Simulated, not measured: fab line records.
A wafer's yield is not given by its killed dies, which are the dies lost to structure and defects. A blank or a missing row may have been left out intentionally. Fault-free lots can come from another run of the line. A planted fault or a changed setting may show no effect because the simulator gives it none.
Which of the tools did it? + flow gf180mcu + 14 lots with 42 wafers sampled at 3 steps, on a route of 602 steps

== WHAT THE GAUGES SHOWED, per wafer ==
GF_STI_THK_MEAS_22. Usual: STI_OXIDATION_01_THK typically reads 15.00 nm, with standard deviation 0.29.
| lot  | measured    | on            | STI_OXIDATION_01_THK (nm) | flag |
|------|-------------|---------------|---------------------------|------|
| L385 | day 2 03:33 | film_metro-02 | 14.66 14.68 14.87         |      |
| L386 | day 2 07:44 | film_metro-01 | 15.16 15.06 15.35         |      |
| L388 | day 2 18:40 | film_metro-03 | 14.86 15.03 15.04         |      |
| L397 | day 4 17:46 | film_metro-03 | - - -                     | OFF  |
| L398 | day 4 23:21 | film_metro-01 | - - -                     | OFF  |
| L399 | day 5 03:43 | film_metro-03 | - - -                     | OFF  |
| L400 | day 5 12:07 | film_metro-01 | 15.65 15.61 15.40         |      |
| L401 | day 5 17:20 | film_metro-02 | 14.99 14.89 15.17         |      |
| L402 | day 6 04:23 | film_metro-01 | 15.22 15.02 15.08         |      |
| L403 | day 6 04:23 | film_metro-02 | 15.54 15.32 15.27         |      |
| L404 | day 6 13:56 | film_metro-01 | 15.15 15.05 15.45         |      |
| L405 | day 6 13:56 | film_metro-03 | 15.12 15.22 14.89         |      |
| L407 | day 7 05:17 | film_metro-03 | 15.16 15.22 15.21         |      |
| L408 | day 7 06:25 | film_metro-02 | 14.50 14.70 14.92         |      |

GF_VT_IMPLANT_OVL_MEAS_40. Usual: VT_IMPLANT_03_OVL typically reads 0.0 nm, with standard deviation 1.3.
| lot  | measured     | on         | VT_IMPLANT_03_OVL (nm) | flag |
|------|--------------|------------|------------------------|------|
| L385 | day 7 09:02  | overlay-02 | 1.3 0.9 1.4            |      |
| L386 | day 7 15:17  | overlay-01 | 0.1 1.4 1.4            |      |
| L388 | day 8 04:44  | overlay-02 | 0.9 0.4 1.2            |      |
| L400 | day 11 23:29 | overlay-02 | -1.2 -1.2 -1.7         |      |
| L401 | day 12 10:40 | overlay-02 | -1.2 0.5 -0.1          |      |
| L402 | day 12 23:19 | overlay-02 | 0.2 -0.3 -2.8          |      |
| L403 | day 13 02:35 | overlay-02 | -0.2 -0.7 -1.0         |      |
| L404 | day 13 16:41 | overlay-01 | 1.3 0.6 -0.4           |      |
| L405 | day 13 17:32 | overlay-02 | 1.0 1.5 -0.2           |      |
| L407 | day 14 03:55 | overlay-02 | 1.2 2.9 1.4            |      |
| L408 | day 14 03:47 | overlay-01 | 0.3 -2.4 -1.1          |      |

== TOOL THAT RAN EACH LOT (tool first, then ch and the chambers of the sampled wafers, then the start) ==
| lot  | GF_STI_CVD_03              |
|------|----------------------------|
| L385 | lpcvd-02 ch 0, day 1 12:08 |
| L386 | lpcvd-02 ch 1, day 1 17:10 |
| L388 | lpcvd-02 ch 1, day 2 02:34 |
| L397 | lpcvd-02 ch 1, day 4 00:03 |
| L398 | lpcvd-02 ch 1, day 4 05:53 |
| L399 | lpcvd-02 ch 0, day 4 09:34 |
| L400 | lpcvd-01 ch 0, day 4 14:56 |
| L401 | lpcvd-01 ch 0, day 4 19:34 |
| L402 | lpcvd-02 ch 1, day 5 02:02 |
| L403 | lpcvd-01 ch 1, day 5 08:12 |
| L404 | lpcvd-02 ch 1, day 5 13:34 |
| L405 | lpcvd-01 ch 1, day 5 20:10 |
| L407 | lpcvd-01 ch 1, day 6 05:50 |
| L408 | lpcvd-01 ch 1, day 6 11:28 |
- GF_STI_CVD_03: deposits Si3N4 from DCS/NH3, target thk 207.16 nm, time 3551 s.

== AS READ BY THE TOOLS THEMSELVES (means over the sampled wafers that have a number; for cases with no such wafer, the mark the record gives instead) ==
GF_STI_CVD_03. Usual: pressure_mtorr 250.0 mTorr, standard deviation 0.52; spike_tc_bottom_C 789 C, standard deviation 3.8.
| lot  | tool     | pressure_mtorr (mTorr) | spike_tc_bottom_C (C) | flag |
|------|----------|------------------------|-----------------------|------|
| L385 | lpcvd-02 | 249.1                  | 782                   |      |
| L386 | lpcvd-02 | 250.0                  | 786                   |      |
| L388 | lpcvd-02 | 250.1                  | 787                   |      |
| L397 | lpcvd-02 | -                      | -                     | OFF  |
| L398 | lpcvd-02 | -                      | -                     | OFF  |
| L399 | lpcvd-02 | -                      | -                     | OFF  |
| L400 | lpcvd-01 | 249.9                  | 789                   |      |
| L401 | lpcvd-01 | 250.1                  | 788                   |      |
| L402 | lpcvd-02 | 250.5                  | 787                   |      |
| L403 | lpcvd-01 | 249.4                  | 796                   |      |
| L404 | lpcvd-02 | 250.4                  | 787                   |      |
| L405 | lpcvd-01 | 249.3                  | 794                   |      |
| L407 | lpcvd-01 | 249.7                  | 795                   |      |
| L408 | lpcvd-01 | 250.1                  | 794                   |      |

== THE ANSWER, worked out from the rows above alone ==
Rule: lot off if the mean of its wafers having a number is beyond 3 standard deviations from the usual mean. Also off: a lot with no number at a reading for which 4 or more lots have one. All remaining lots with rows at the step are treated as sound. The gauges are gone through in route order, then the tools' own readings, and for those a lot's mean is taken as printed above. At the first step where some lot is off, the reading lying furthest off is the one used; lots without a number count as furthest.
Off: at GF_STI_THK_MEAS_22 (STI_OXIDATION_01_THK), L397, L398, L399. Without a number there: L397, L398, L399.
A tool fits if, at a process step before that reading, it ran every lot that is off, and no sound lot after the first of them. The gauges at GF_STI_THK_MEAS_22 aren't tried: what is off there is off at GF_STI_CVD_03 too, on other tools, and a gauge's error can't cause that. None of those tried fits.

== WHAT WAS PUT IN BY THE SIMULATOR ==
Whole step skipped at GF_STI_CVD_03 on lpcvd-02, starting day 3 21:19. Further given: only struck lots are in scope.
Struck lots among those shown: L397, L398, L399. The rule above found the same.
